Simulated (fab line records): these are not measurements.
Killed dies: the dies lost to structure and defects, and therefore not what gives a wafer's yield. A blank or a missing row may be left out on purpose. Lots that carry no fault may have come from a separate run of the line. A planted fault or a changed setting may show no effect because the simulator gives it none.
fab line records | flow gf180mcu | part 1 of 2: steps 1 to 24 of 34
record: lots: 5 | wafers: 15 | last-day: 33
route steps=602 shown V4@485 MIM@503
lots with no fault: from the same line, run without faults
start-h: hours from the record's first day to the start of the lot's first wafer shown | wait-h: hours elapsed since this lot's preceding step | " same as the row above | L1.1+2: a row that stands for several wafers | - no value present, or no start provided | * or withheld: withheld | < > ~ a bound
route shown NAME@n: NAME is a module with steps in the file, n the number in the route of the first one | usual: mean/standard deviation of fault-free wafers | same: alike in all rows | chamber/n: place in a boat | sites: each site's reading | _std_site: their standard deviation | _edge_site: outer sites' mean less inner sites' | radius-mm: how far each site lies from the wafer's centre | mask NAME#n: copy n | behind: tool/chamber where the wafer was last shaped | hold: reason for holding the lot/hours on hold/outcome of the hold | device: the transistor (n, p or np) that didn't switch | end of line: the route-end tests of the same wafers | for a step that has no rows: nothing shown but its recipe | killed: at the first sort, the dies lost to defects and structure; wafer yield is something else | map: a wafer's dies, marking killed ones x, the rest . and places with no die _
set.NAME: the setting that was run; set.NAME@STEP: the one run at that earlier step | model.NAME: the simulator's own value behind a step, which no gauge read
a table for each step, a row for each wafer; lots at some steps of the route
services: the hour from which a tool's chamber was out of use, counted from the record's first day as start-h (under 0 if before that day), plus the number of hours and why
== steps ==
step: GF_V4_COAT_09
recipe: resist: KrF | spin-rpm: withheld | resist-thk-nm: 1000
usual: chill-plate-temp-C: 23.00/0.097
lot.wafer | tool           | chamber | start-h | wait-h | chill-plate-temp-C
L075.2    | litho-track-04 | 0       | -       | -      | 23.00
L075.3    | "              | 0       | "       | "      | 23.06
L075.4    | "              | 0       | "       | "      | 22.95
L079.1    | litho-track-01 | 0       | -       | -      | 22.94
L079.3    | "              | 0       | "       | "      | 22.89
L079.6    | "              | 0       | "       | "      | 22.87
L081.1    | litho-track-02 | 0       | -       | -      | 22.87
L081.5    | "              | 0       | "       | "      | 22.91
L081.6    | "              | 0       | "       | "      | 22.75
L084.2    | litho-track-04 | 0       | -       | -      | 22.90
L084.3    | "              | 0       | "       | "      | 23.09
L084.5    | "              | 0       | "       | "      | 22.93
L090.1    | litho-track-01 | 0       | -       | -      | 23.11
L090.3    | "              | 0       | "       | "      | 23.01
L090.5    | "              | 0       | "       | "      | 23.06
step: GF_V4_SOFTBAKE_10
recipe: temp-c: 130 | time-s: 60 | resist: KrF
usual: chill-plate-temp-C: 22.98/0.098
lot.wafer | tool           | chamber | start-h | wait-h | chill-plate-temp-C
L075.2    | litho-track-04 | 0       | -       | -      | 22.95
L075.3    | "              | 0       | "       | "      | 23.07
L075.4    | "              | 0       | "       | "      | 22.94
L079.1    | litho-track-01 | 0       | -       | -      | 23.06
L079.3    | "              | 0       | "       | "      | 22.93
L079.6    | "              | 0       | "       | "      | 22.95
L081.1    | litho-track-02 | 0       | -       | -      | 23.04
L081.5    | "              | 0       | "       | "      | 23.02
L081.6    | "              | 0       | "       | "      | 22.81
L084.2    | litho-track-04 | 0       | -       | -      | 23.03
L084.3    | "              | 0       | "       | "      | 23.05
L084.5    | "              | 0       | "       | "      | 23.10
L090.1    | litho-track-01 | 0       | -       | -      | 22.98
L090.3    | "              | 0       | "       | "      | 23.03
L090.5    | "              | 0       | "       | "      | 22.98
step: GF_V4_EXPOSE_11
recipe: mask-id: Via4 | target-cd-nm: 260 | na: 0.68 | source-shape: conventional | sigma-outer: 0.6 | dose-mj: 38
usual: focus-offset-nm: 0.0/0.52 | stage-vel-mm-s: 500.03/0.25
lot.wafer | tool           | chamber | start-h | wait-h | mask   | focus-offset-nm | stage-vel-mm-s
L075.2    | krf-scanner-02 | 0       | -       | -      | Via4#0 | 1.3             | 500.03
L075.3    | "              | 0       | "       | "      | Via4#0 | 0.5             | 499.76
L075.4    | "              | 0       | "       | "      | Via4#0 | 0.3             | 500.12
L079.1    | krf-scanner-01 | 0       | -       | -      | Via4#0 | -0.4            | 500.44
L079.3    | "              | 0       | "       | "      | Via4#0 | -0.2            | 500.03
L079.6    | "              | 0       | "       | "      | Via4#0 | -0.2            | 500.39
L081.1    | krf-scanner-02 | 0       | -       | -      | Via4#0 | 0.2             | 500.30
L081.5    | "              | 0       | "       | "      | Via4#0 | 0.8             | 500.03
L081.6    | "              | 0       | "       | "      | Via4#0 | 0.4             | 500.07
L084.2    | krf-scanner-01 | 0       | -       | -      | Via4#0 | 0.2             | 500.23
L084.3    | "              | 0       | "       | "      | Via4#0 | 0.3             | 499.89
L084.5    | "              | 0       | "       | "      | Via4#0 | -0.4            | 500.21
L090.1    | krf-scanner-01 | 0       | -       | -      | Via4#0 | -0.8            | 499.91
L090.3    | "              | 0       | "       | "      | Via4#0 | -0.8            | 500.50
L090.5    | "              | 0       | "       | "      | Via4#0 | -0.8            | 500.36
step: GF_V4_PEB_12
recipe: peb-temp-c: 135 | peb-time-s: 90 | resist: KrF
usual: chill-plate-temp-C: 22.99/0.11
same: peb-time-s: 90
lot.wafer | tool           | chamber | start-h | wait-h | chill-plate-temp-C
L075.2    | litho-track-01 | 0       | -       | -      | 23.02
L075.3    | "              | 0       | "       | "      | 23.03
L075.4    | "              | 0       | "       | "      | 22.90
L079.1    | litho-track-01 | 0       | -       | -      | 22.99
L079.3    | "              | 0       | "       | "      | 23.14
L079.6    | "              | 0       | "       | "      | 22.92
L081.1    | litho-track-01 | 0       | -       | -      | 22.99
L081.5    | "              | 0       | "       | "      | 22.90
L081.6    | "              | 0       | "       | "      | 22.94
L084.2    | litho-track-02 | 0       | -       | -      | 23.10
L084.3    | "              | 0       | "       | "      | 23.11
L084.5    | "              | 0       | "       | "      | 23.05
L090.1    | litho-track-01 | 0       | -       | -      | 22.84
L090.3    | "              | 0       | "       | "      | 22.84
L090.5    | "              | 0       | "       | "      | 22.89
step: GF_V4_DEVELOP_13
recipe: develop-time-s: 60 | resist: KrF | dev-temp-c: 21.98
usual: chill-plate-temp-C: 23.05/0.12
same: develop-time-s: 60
lot.wafer | tool           | chamber | start-h | wait-h | chill-plate-temp-C
L075.2    | litho-track-01 | 0       | 572.77  | 0.2    | 22.97
L075.3    | "              | 0       | "       | "      | 23.12
L075.4    | "              | 0       | "       | "      | 22.96
L079.1    | litho-track-01 | 0       | 607.25  | 0.2    | 23.06
L079.3    | "              | 0       | "       | "      | 22.96
L079.6    | "              | 0       | "       | "      | 23.11
L081.1    | litho-track-01 | 0       | 620.55  | 0.2    | 22.91
L081.5    | "              | 0       | "       | "      | 23.10
L081.6    | "              | 0       | "       | "      | 23.03
L084.2    | litho-track-02 | 0       | 644.38  | 0.2    | 23.07
L084.3    | "              | 0       | "       | "      | 23.05
L084.5    | "              | 0       | "       | "      | 23.18
L090.1    | litho-track-01 | 0       | 684.75  | 0.2    | 23.10
L090.3    | "              | 0       | "       | "      | 23.21
L090.5    | "              | 0       | "       | "      | 23.18
step: GF_V4_CD_MEAS_14
recipe: target-cd-nm: 260
usual: cd-nm: 260.6/0.97
lot.wafer | tool      | chamber | start-h | wait-h | cd-nm
L075.2    | cd-sem-02 | -       | 572.92  | 0.1    | 261.1
L075.3    | "         | -       | "       | "      | 260.4
L075.4    | "         | -       | "       | "      | 260.0
L079.1    | cd-sem-02 | -       | 607.40  | 0.1    | 260.7
L079.3    | "         | -       | "       | "      | 261.9
L079.6    | "         | -       | "       | "      | 260.8
L081.1    | cd-sem-01 | -       | 620.70  | 0.1    | 261.0
L081.5    | "         | -       | "       | "      | 260.6
L081.6    | "         | -       | "       | "      | 260.5
L084.2    | cd-sem-01 | -       | 644.53  | 0.1    | 260.0
L084.3    | "         | -       | "       | "      | 259.8
L084.5    | "         | -       | "       | "      | 259.5
L090.1    | cd-sem-02 | -       | 684.90  | 0.1    | 259.4
L090.3    | "         | -       | "       | "      | 258.4
L090.5    | "         | -       | "       | "      | 259.4
step: GF_V4_OVL_MEAS_15
usual: V4_OVL: 0/5.9
lot.wafer | tool       | chamber | start-h | wait-h | V4_OVL[nm]
L075.2    | overlay-01 | -       | 573.02  | 0.1    | -13
L075.3    | "          | -       | "       | "      | -5
L075.4    | "          | -       | "       | "      | -11
L079.1    | overlay-01 | -       | 607.52  | 0.1    | -10
L079.3    | "          | -       | "       | "      | -6
L079.6    | "          | -       | "       | "      | 6
L081.1    | overlay-02 | -       | 620.82  | 0.1    | 4
L081.5    | "          | -       | "       | "      | 0
L081.6    | "          | -       | "       | "      | 1
L084.2    | overlay-01 | -       | 644.63  | 0.1    | 2
L084.3    | "          | -       | "       | "      | -5
L084.5    | "          | -       | "       | "      | -5
L090.1    | overlay-02 | -       | 685.02  | 0.1    | -8
L090.3    | "          | -       | "       | "      | -6
L090.5    | "          | -       | "       | "      | -3
step: GF_V4_ETCH_16
recipe: chemistry: N2/H2 | target-depth-a: withheld | overetch-a: withheld | time-s: withheld | target: BARC | ion-energy-ev: 200 | source-w: 500 | bias-w: 100 | pressure-mtorr: 30 | n2-flow-sccm: 100 | h2-flow-sccm: 200
usual: drypump-motor-current-A: 5.7/0.35 | oes-product-au: 0.856/0.0051 | rf-fwd-power-W: 495.2/2.3 | throttle-valve-pct: 13.225/0.0094
lot.wafer | tool        | chamber | start-h | wait-h | drypump-motor-current-A | oes-product-au | rf-fwd-power-W | throttle-valve-pct
L075.2    | rie-diel-01 | 0       | 573.05  | 0.0    | 6.4                     | 0.853          | 497.5          | 13.224
L075.3    | "           | 3       | "       | "      | 5.8                     | 0.866          | 493.2          | 13.232
L075.4    | "           | 2       | "       | "      | 5.4                     | 0.867          | 494.0          | 13.225
L079.1    | rie-diel-02 | 0       | 607.55  | 0.0    | 6.1                     | 0.866          | 495.8          | 13.223
L079.3    | "           | 2       | "       | "      | 5.9                     | 0.862          | 494.7          | 13.218
L079.6    | "           | 2       | "       | "      | 5.9                     | 0.850          | 493.8          | 13.237
L081.1    | rie-diel-02 | 0       | 620.85  | 0.0    | 6.2                     | 0.856          | 494.8          | 13.225
L081.5    | "           | 2       | "       | "      | 5.9                     | 0.853          | 495.3          | 13.229
L081.6    | "           | 1       | "       | "      | 5.3                     | 0.851          | 491.9          | 13.227
L084.2    | rie-diel-02 | 1       | 644.66  | 0.0    | 5.3                     | 0.860          | 493.4          | 13.220
L084.3    | "           | 0       | "       | "      | 6.1                     | 0.862          | 498.0          | 13.209
L084.5    | "           | 2       | "       | "      | 6.0                     | 0.861          | 493.5          | 13.220
L090.1    | rie-diel-03 | 0       | 685.05  | 0.0    | 5.7                     | 0.854          | 494.9          | 13.214
L090.3    | "           | 3       | "       | "      | 5.9                     | 0.845          | 496.3          | 13.222
L090.5    | "           | 3       | "       | "      | 5.9                     | 0.861          | 493.6          | 13.227
step: GF_V4_ETCH_17
recipe: chemistry: C4F8/O2/Ar | mask-material: KrF | target: SiO2 | stop-on: TiN | source-w: 1500 | bias-w: 1200 | pressure-mtorr: 40 | c4f8-flow-sccm: withheld | O2_flow_sccm: 6 | Ar_flow_sccm: 300 | time-s: withheld | target-depth-a: 6300
usual: oes-product-au: 0.856/0.0048 | rf-fwd-power-W: 1493/5.4
lot.wafer | tool        | chamber | start-h | wait-h | oes-product-au | rf-fwd-power-W
L075.2    | rie-diel-01 | 0       | -       | -      | 0.855          | 1496
L075.3    | "           | 3       | "       | "      | 0.860          | 1490
L075.4    | "           | 2       | "       | "      | 0.865          | 1496
L079.1    | rie-diel-02 | 0       | -       | -      | 0.855          | 1504
L079.3    | "           | 2       | "       | "      | 0.858          | 1491
L079.6    | "           | 2       | "       | "      | 0.856          | 1491
L081.1    | rie-diel-02 | 0       | -       | -      | 0.851          | 1492
L081.5    | "           | 2       | "       | "      | 0.855          | 1492
L081.6    | "           | 1       | "       | "      | 0.857          | 1495
L084.2    | rie-diel-02 | 1       | -       | -      | 0.853          | 1490
L084.3    | "           | 0       | "       | "      | 0.854          | 1489
L084.5    | "           | 2       | "       | "      | 0.861          | 1488
L090.1    | rie-diel-03 | 0       | -       | -      | 0.847          | 1493
L090.3    | "           | 3       | "       | "      | 0.858          | 1496
L090.5    | "           | 3       | "       | "      | 0.856          | 1497
step: GF_V4_STRIP_18
recipe: chemistry: O2/N2 | power-w: 1400 | pressure-mtorr: 1500 | platen-temp-c: 250 | o2-flow-sccm: 3000 | n2-flow-sccm: 300 | overash-fraction: 0.5
usual: drypump-motor-current-A: 5.64/0.26 | heater-power-w: 322/21 | o2-flow-sccm: 3001/8.7 | oes-product-au: 0.593/0.0051
lot.wafer | tool            | chamber | start-h | wait-h | drypump-motor-current-A | heater-power-w | o2-flow-sccm | oes-product-au | rf-hours-counter-h
L075.2    | plasma-asher-04 | 0       | 573.18  | -      | 5.40                    | 341            | 2991         | 0.591          | 96
L075.3    | "               | 0       | "       | "      | 5.41                    | 334            | 3011         | 0.591          | -
L075.4    | "               | 1       | "       | "      | 6.12                    | 348            | 3008         | 0.601          | -
L079.1    | plasma-asher-04 | 0       | 607.68  | -      | 5.40                    | 324            | 2994         | 0.591          | 100
L079.3    | "               | 1       | "       | "      | 6.13                    | 360            | 3009         | 0.590          | -
L079.6    | "               | 0       | "       | "      | 5.38                    | 336            | 2982         | 0.590          | -
L081.1    | plasma-asher-03 | 0       | 620.98  | -      | 5.66                    | 319            | 2994         | 0.592          | 49
L081.5    | "               | 0       | "       | "      | 5.65                    | 320            | 3000         | 0.597          | -
L081.6    | "               | 1       | "       | "      | 5.60                    | 282            | 3000         | 0.588          | -
L084.2    | plasma-asher-01 | 1       | 644.79  | -      | 5.56                    | 321            | 2998         | 0.592          | 89
L084.3    | "               | 1       | "       | "      | 5.57                    | 320            | 2995         | 0.600          | -
L084.5    | "               | 0       | "       | "      | 5.36                    | 323            | 2996         | 0.597          | -
L090.1    | plasma-asher-01 | 1       | 685.18  | -      | 5.56                    | 319            | 2987         | 0.607          | 93
L090.3    | "               | 1       | "       | "      | 5.56                    | 315            | 2996         | 0.593          | -
L090.5    | "               | 1       | "       | "      | 5.57                    | 321            | 2999         | 0.592          | -
step: GF_V4_STRIP_19
recipe: chemistry: post-etch-residue-remover | time-s: 1200 | temp-c: 72.5
lot.wafer  | tool         | chamber | start-h | wait-h
L075.2+3+4 | wet-bench-04 | 1       | 573.28  | 0.1
L079.1+3+6 | wet-bench-04 | 0       | 607.78  | 0.1
L081.1+5+6 | wet-bench-02 | 3       | 621.08  | 0.1
L084.2+3+5 | wet-bench-04 | 2       | 644.89  | 0.1
L090.1+3+5 | wet-bench-04 | 3       | 685.28  | 0.1
step: GF_V4_CLEAN_20
recipe: chemistry: DIW | dry: n2-spin
lot.wafer  | tool         | chamber | start-h | wait-h
L075.2+3+4 | wet-bench-02 | 1       | 573.62  | 0.0
L079.1+3+6 | wet-bench-02 | 3       | 608.12  | 0.0
L081.1+5+6 | wet-bench-04 | 0       | 621.42  | 0.0
L084.2+3+5 | wet-bench-01 | 1       | 645.27  | 0.0
L090.1+3+5 | wet-bench-01 | 1       | 685.62  | 0.0
step: GF_V4_SPUTTER_21
recipe: material: Ti | target-thk-nm: 15 | chamber-pressure-pa: 5 | power-w: 2500 | substrate-temp-c: 200 | time-s: 80.02
usual: throttle-valve-pct: 30.0/1.2
lot.wafer | tool           | chamber | start-h | wait-h | throttle-valve-pct
L075.2    | pvd-sputter-02 | -       | 573.72  | 0.0    | 30.1
L075.3    | "              | -       | "       | "      | 29.1
L075.4    | "              | -       | "       | "      | 27.6
L079.1    | pvd-sputter-01 | -       | 608.22  | 0.0    | 29.4
L079.3    | "              | -       | "       | "      | 29.8
L079.6    | "              | -       | "       | "      | 30.9
L081.1    | pvd-sputter-01 | -       | 621.51  | 0.0    | 30.8
L081.5    | "              | -       | "       | "      | 29.8
L081.6    | "              | -       | "       | "      | 30.1
L084.2    | pvd-sputter-01 | -       | 645.37  | 0.0    | 29.6
L084.3    | "              | -       | "       | "      | 29.4
L084.5    | "              | -       | "       | "      | 29.6
L090.1    | pvd-sputter-01 | -       | 685.71  | 0.0    | 29.6
L090.3    | "              | -       | "       | "      | 29.6
L090.5    | "              | -       | "       | "      | 31.0
step: GF_V4_SPUTTER_22
recipe: material: TiN | target-thk-nm: 10 | chamber-pressure-pa: 5 | power-w: 4000 | time-s: 40
usual: throttle-valve-pct: 30.0/1.2
lot.wafer | tool           | chamber | start-h | wait-h | throttle-valve-pct
L075.2    | pvd-sputter-02 | -       | 573.78  | 0.0    | 30.3
L075.3    | "              | -       | "       | "      | 29.0
L075.4    | "              | -       | "       | "      | 27.8
L079.1    | pvd-sputter-01 | -       | 608.28  | 0.0    | 29.3
L079.3    | "              | -       | "       | "      | 29.9
L079.6    | "              | -       | "       | "      | 31.1
L081.1    | pvd-sputter-01 | -       | 621.58  | 0.0    | 31.2
L081.5    | "              | -       | "       | "      | 29.5
L081.6    | "              | -       | "       | "      | 30.0
L084.2    | pvd-sputter-01 | -       | 645.43  | 0.0    | 29.9
L084.3    | "              | -       | "       | "      | 29.4
L084.5    | "              | -       | "       | "      | 29.8
L090.1    | pvd-sputter-01 | -       | 685.78  | 0.0    | 29.9
L090.3    | "              | -       | "       | "      | 29.5
L090.5    | "              | -       | "       | "      | 30.7
step: GF_V4_CVD_23
recipe: material: W | target-thk-nm: 350 | time-s: 104.9 | temp-c: 400 | pressure-torr: 40
usual: heater-power-w: 880/50
lot.wafer | tool     | chamber | start-h | wait-h | heater-power-w | since-wet-clean-h
L075.2    | cvd-w-01 | 0       | 573.82  | 0.0    | 836            | 170
L075.3    | "        | 0       | "       | "      | 846            | -
L075.4    | "        | 1       | "       | "      | 932            | -
L079.1    | cvd-w-01 | 1       | 608.32  | 0.0    | 973            | 204
L079.3    | "        | 0       | "       | "      | 830            | -
L079.6    | "        | 1       | "       | "      | 950            | -
L081.1    | cvd-w-02 | 1       | 621.61  | 0.0    | 842            | 718
L081.5    | "        | 1       | "       | "      | 825            | -
L081.6    | "        | 0       | "       | "      | 897            | -
L084.2    | cvd-w-02 | 1       | 645.47  | 0.0    | 805            | 741
L084.3    | "        | 1       | "       | "      | 842            | -
L084.5    | "        | 1       | "       | "      | 838            | -
L090.1    | cvd-w-01 | 1       | 685.81  | 0.0    | 942            | 282
L090.3    | "        | 0       | "       | "      | 846            | -
L090.5    | "        | 0       | "       | "      | 842            | -
step: GF_V4_RS_MEAS_24
recipe: thk-meas-gauge: four-point-probe | reads: W_of_V4_CVD_23+TiN_of_V4_SPUTTER_22+Ti_of_V4_SPUTTER_21
usual: V4_W_RS: 0.327/0.005
lot.wafer | tool          | chamber | start-h | wait-h | V4_W_RS[ohm/sq]
L075.2    | film-metro-01 | -       | 573.95  | 0.1    | 0.329
L075.3    | "             | -       | "       | "      | 0.324
L075.4    | "             | -       | "       | "      | 0.332
L079.1    | film-metro-01 | -       | 608.43  | 0.1    | 0.332
L079.3    | "             | -       | "       | "      | 0.325
L079.6    | "             | -       | "       | "      | 0.330
L081.1    | film-metro-01 | -       | 621.73  | 0.1    | 0.336
L081.5    | "             | -       | "       | "      | 0.338
L081.6    | "             | -       | "       | "      | 0.331
L084.2    | film-metro-02 | -       | 645.60  | 0.1    | 0.328
L084.3    | "             | -       | "       | "      | 0.330
L084.5    | "             | -       | "       | "      | 0.328
L090.1    | film-metro-04 | -       | 685.93  | 0.1    | 0.328
L090.3    | "             | -       | "       | "      | 0.323
L090.5    | "             | -       | "       | "      | 0.321
step: GF_V4_THK_MEAS_25
recipe: thk-meas-gauge: xrf | reads: W_of_V4_CVD_23
usual: V4_W_THK: 352/5.6
lot.wafer | tool          | chamber | start-h | wait-h | V4_W_THK[nm]
L075.2    | film-metro-01 | -       | 574.06  | 0.1    | 351
L075.3    | "             | -       | "       | "      | 355
L075.4    | "             | -       | "       | "      | 349
L079.1    | film-metro-01 | -       | 608.55  | 0.1    | 344
L079.3    | "             | -       | "       | "      | 352
L079.6    | "             | -       | "       | "      | 346
L081.1    | film-metro-01 | -       | 621.85  | 0.1    | 343
L081.5    | "             | -       | "       | "      | 340
L081.6    | "             | -       | "       | "      | 345
L084.2    | film-metro-02 | -       | 645.71  | 0.1    | 349
L084.3    | "             | -       | "       | "      | 345
L084.5    | "             | -       | "       | "      | 350
L090.1    | film-metro-04 | -       | 686.05  | 0.1    | 354
L090.3    | "             | -       | "       | "      | 360
L090.5    | "             | -       | "       | "      | 363
step: GF_V4_CMP_26
recipe: stop-on: SiO2 | down-force-psi: 3.5 | platen-rpm: 60 | t-overpolish-s: 15 | target-thk-nm: 0 | pad-velocity-m-s: 0.94248
usual: motor-current-A: 11.0/1.8 | overpolish-run-s: 14.999/0.0086 | slurry-flow-ml-min: 149.9/0.44 | time-to-endpoint-s: 83/4.2
lot.wafer | tool   | chamber | start-h | wait-h | motor-current-A | overpolish-run-s | slurry-flow-ml-min | time-to-endpoint-s
L075.3    | cmp-02 | 0       | 574.11  | 0.0    | 12.1            | 15.005           | 149.6              | 82
L075.2    | "      | 1       | "       | "      | 15.6            | 14.996           | 149.1              | 83
L075.4    | "      | 3       | "       | "      | 10.0            | 15.000           | 151.0              | 80
L079.1    | cmp-02 | 2       | 608.61  | 0.1    | 12.1            | 14.982           | 149.9              | 83
L079.3    | "      | 3       | "       | "      | 9.5             | 14.987           | 149.7              | 78
L079.6    | "      | 3       | "       | "      | 9.6             | 14.985           | 150.2              | 75
L081.1    | cmp-01 | 2       | 621.91  | 0.1    | 11.5            | 14.997           | 149.7              | 80
L081.6    | "      | 2       | "       | "      | 11.5            | 15.005           | 150.2              | 82
L081.5    | "      | 3       | "       | "      | 11.1            | 15.002           | 150.2              | 83
L084.3    | cmp-01 | 1       | 645.76  | 0.0    | 9.5             | 14.993           | 150.6              | 78
L084.2    | "      | 2       | "       | "      | 11.4            | 14.989           | 150.6              | 83
L084.5    | "      | 1       | "       | "      | 9.1             | 14.990           | 150.7              | 82
L090.3    | cmp-02 | 2       | 686.21  | 0.1    | 11.5            | 14.989           | 149.4              | 89
L090.1    | "      | 3       | "       | "      | 10.0            | 15.017           | 149.8              | 85
L090.5    | "      | 1       | "       | "      | 14.8            | 14.987           | 149.5              | 84
step: GF_MIM_SPUTTER_00
recipe: material: Ti | target-thk-nm: 37.5 | arriving-ion-energy-ev: 80 | substrate-temp-c: 200 | chamber-pressure-pa: 2 | power-w: 4000 | time-s: 150
usual: throttle-valve-pct: 30.4/1.4
lot.wafer | tool           | chamber | start-h | wait-h | throttle-valve-pct
L075.2    | pvd-sputter-01 | -       | 574.41  | 0.2    | 30.9
L075.3    | "              | -       | "       | "      | 30.0
L075.4    | "              | -       | "       | "      | 29.4
L079.1    | pvd-sputter-03 | -       | 608.91  | 0.2    | 33.3
L079.3    | "              | -       | "       | "      | 30.9
L079.6    | "              | -       | "       | "      | 28.7
L081.1    | pvd-sputter-03 | -       | 622.21  | 0.2    | 33.3
L081.5    | "              | -       | "       | "      | 28.8
L081.6    | "              | -       | "       | "      | 31.0
L084.2    | pvd-sputter-04 | -       | 646.06  | 0.2    | 31.6
L084.3    | "              | -       | "       | "      | 32.4
L084.5    | "              | -       | "       | "      | 31.5
L090.1    | pvd-sputter-04 | -       | 686.41  | 0.1    | 29.0
L090.3    | "              | -       | "       | "      | 28.3
L090.5    | "              | -       | "       | "      | 31.5
step: GF_MIM_SPUTTER_01
recipe: material: TiN | target-thk-nm: 30 | power-w: 6500 | time-s: 25 | chamber-pressure-pa: 0.4
usual: throttle-valve-pct: 30.3/1.3
lot.wafer | tool           | chamber | start-h | wait-h | throttle-valve-pct
L075.2    | pvd-sputter-01 | -       | 574.51  | 0.1    | 30.9
L075.3    | "              | -       | "       | "      | 29.9
L075.4    | "              | -       | "       | "      | 29.5
L079.1    | pvd-sputter-03 | -       | 609.01  | 0.1    | 33.3
L079.3    | "              | -       | "       | "      | 30.6
L079.6    | "              | -       | "       | "      | 28.9
L081.1    | pvd-sputter-03 | -       | 622.31  | 0.1    | 33.3
L081.5    | "              | -       | "       | "      | 28.6
L081.6    | "              | -       | "       | "      | 30.4
L084.2    | pvd-sputter-04 | -       | 646.16  | 0.1    | 31.2
L084.3    | "              | -       | "       | "      | 32.1
L084.5    | "              | -       | "       | "      | 31.5
L090.1    | pvd-sputter-04 | -       | 686.51  | 0.1    | 29.1
L090.3    | "              | -       | "       | "      | 28.1
L090.5    | "              | -       | "       | "      | 31.6
step: GF_MIM_SPUTTER_02
recipe: material: AlCu | target-thk-nm: 450 | power-w: 10600 | time-s: 23.9 | chamber-pressure-pa: 0.4
usual: throttle-valve-pct: 30.3/1.4
lot.wafer | tool           | chamber | start-h | wait-h | throttle-valve-pct
L075.2    | pvd-sputter-01 | -       | 574.54  | 0.0    | 31.2
L075.3    | "              | -       | "       | "      | 30.0
L075.4    | "              | -       | "       | "      | 29.2
L079.1    | pvd-sputter-03 | -       | 609.04  | 0.0    | 33.2
L079.3    | "              | -       | "       | "      | 30.3
L079.6    | "              | -       | "       | "      | 28.5
L081.1    | pvd-sputter-03 | -       | 622.34  | 0.0    | 33.5
L081.5    | "              | -       | "       | "      | 28.9
L081.6    | "              | -       | "       | "      | 30.8
L084.2    | pvd-sputter-04 | -       | 646.19  | 0.0    | 31.4
L084.3    | "              | -       | "       | "      | 31.9
L084.5    | "              | -       | "       | "      | 31.5
L090.1    | pvd-sputter-04 | -       | 686.54  | 0.0    | 29.1
L090.3    | "              | -       | "       | "      | 28.1
L090.5    | "              | -       | "       | "      | 31.5
step: GF_MIM_SPUTTER_03
recipe: material: Ti | target-thk-nm: 10 | substrate-temp-c: 300 | chamber-pressure-pa: 0.3 | power-w: 3000 | time-s: 6.7
usual: throttle-valve-pct: 30.3/1.3
lot.wafer | tool           | chamber | start-h | wait-h | throttle-valve-pct
L075.2    | pvd-sputter-01 | -       | 574.57  | 0.0    | 31.1
L075.3    | "              | -       | "       | "      | 29.8
L075.4    | "              | -       | "       | "      | 29.6
L079.1    | pvd-sputter-03 | -       | 609.07  | 0.0    | 33.1
L079.3    | "              | -       | "       | "      | 30.5
L079.6    | "              | -       | "       | "      | 28.8
L081.1    | pvd-sputter-03 | -       | 622.37  | 0.0    | 33.1
L081.5    | "              | -       | "       | "      | 29.0
L081.6    | "              | -       | "       | "      | 31.1
L084.2    | pvd-sputter-04 | -       | 646.22  | 0.0    | 31.6
L084.3    | "              | -       | "       | "      | 32.0
L084.5    | "              | -       | "       | "      | 31.4
L090.1    | pvd-sputter-04 | -       | 686.57  | 0.0    | 28.9
L090.3    | "              | -       | "       | "      | 28.2
L090.5    | "              | -       | "       | "      | 31.5
step: GF_MIM_SPUTTER_04
recipe: material: TiN | target-thk-nm: 50 | power-w: 6500 | time-s: 41.7 | chamber-pressure-pa: 0.4
usual: throttle-valve-pct: 30.3/1.3
lot.wafer | tool           | chamber | start-h | wait-h | throttle-valve-pct
L075.2    | pvd-sputter-01 | -       | 574.59  | 0.0    | 31.0
L075.3    | "              | -       | "       | "      | 30.0
L075.4    | "              | -       | "       | "      | 29.5
L079.1    | pvd-sputter-03 | -       | 609.09  | 0.0    | 33.2
L079.3    | "              | -       | "       | "      | 30.5
L079.6    | "              | -       | "       | "      | 28.8
L081.1    | pvd-sputter-03 | -       | 622.39  | 0.0    | 33.1
L081.5    | "              | -       | "       | "      | 28.8
L081.6    | "              | -       | "       | "      | 30.8
L084.2    | pvd-sputter-04 | -       | 646.24  | 0.0    | 31.4
L084.3    | "              | -       | "       | "      | 32.1
L084.5    | "              | -       | "       | "      | 31.5
L090.1    | pvd-sputter-04 | -       | 686.59  | 0.0    | 29.1
L090.3    | "              | -       | "       | "      | 28.6
L090.5    | "              | -       | "       | "      | 31.5
step: GF_MIM_CVD_05
recipe: material: Si3N4 | target-thk-nm: 42 | temp-max-c: 400 | temp-c: 385 | time-s: 29.086 | rf-w: 450
usual: heater-power-w: 636/81 | rf-fwd-power-W: 443.4/2.6 | temp-max-c: 400.00/0.23
lot.wafer | tool     | chamber | start-h | wait-h | heater-power-w | rf-fwd-power-W | since-wet-clean-h | temp-max-c
L075.2    | pecvd-02 | 0       | 574.63  | 0.0    | 729            | 446.5          | 817               | 399.91
L075.3    | "        | 1       | "       | "      | 593            | 439.7          | 817               | 399.53
L075.4    | "        | 2       | "       | "      | 541            | 439.9          | -                 | 399.52
L079.1    | pecvd-03 | 2       | 609.13  | 0.0    | 635            | 441.9          | 643               | 400.07
L079.3    | "        | 1       | "       | "      | 609            | 445.5          | 643               | 399.99
L079.6    | "        | 1       | "       | "      | 611            | 442.4          | -                 | 400.08
L081.1    | pecvd-03 | 1       | 622.43  | 0.0    | 611            | 443.3          | 656               | 400.12
L081.5    | "        | 2       | "       | "      | 622            | 440.8          | -                 | 400.26
L081.6    | "        | 0       | "       | "      | 745            | 446.5          | -                 | 400.19
L084.2    | pecvd-04 | 2       | 646.28  | 0.0    | 633            | 444.7          | 263               | 400.09
L084.3    | "        | 0       | "       | "      | 545            | 444.8          | 263               | 400.05
L084.5    | "        | 0       | "       | "      | 540            | 445.4          | -                 | 399.93
L090.1    | pecvd-02 | 0       | 686.63  | 0.0    | 757            | 447.1          | 82                | 400.09
L090.3    | "        | 1       | "       | "      | 546            | 441.8          | 82                | 400.20
L090.5    | "        | 0       | "       | "      | 770            | 446.8          | -                 | 400.03
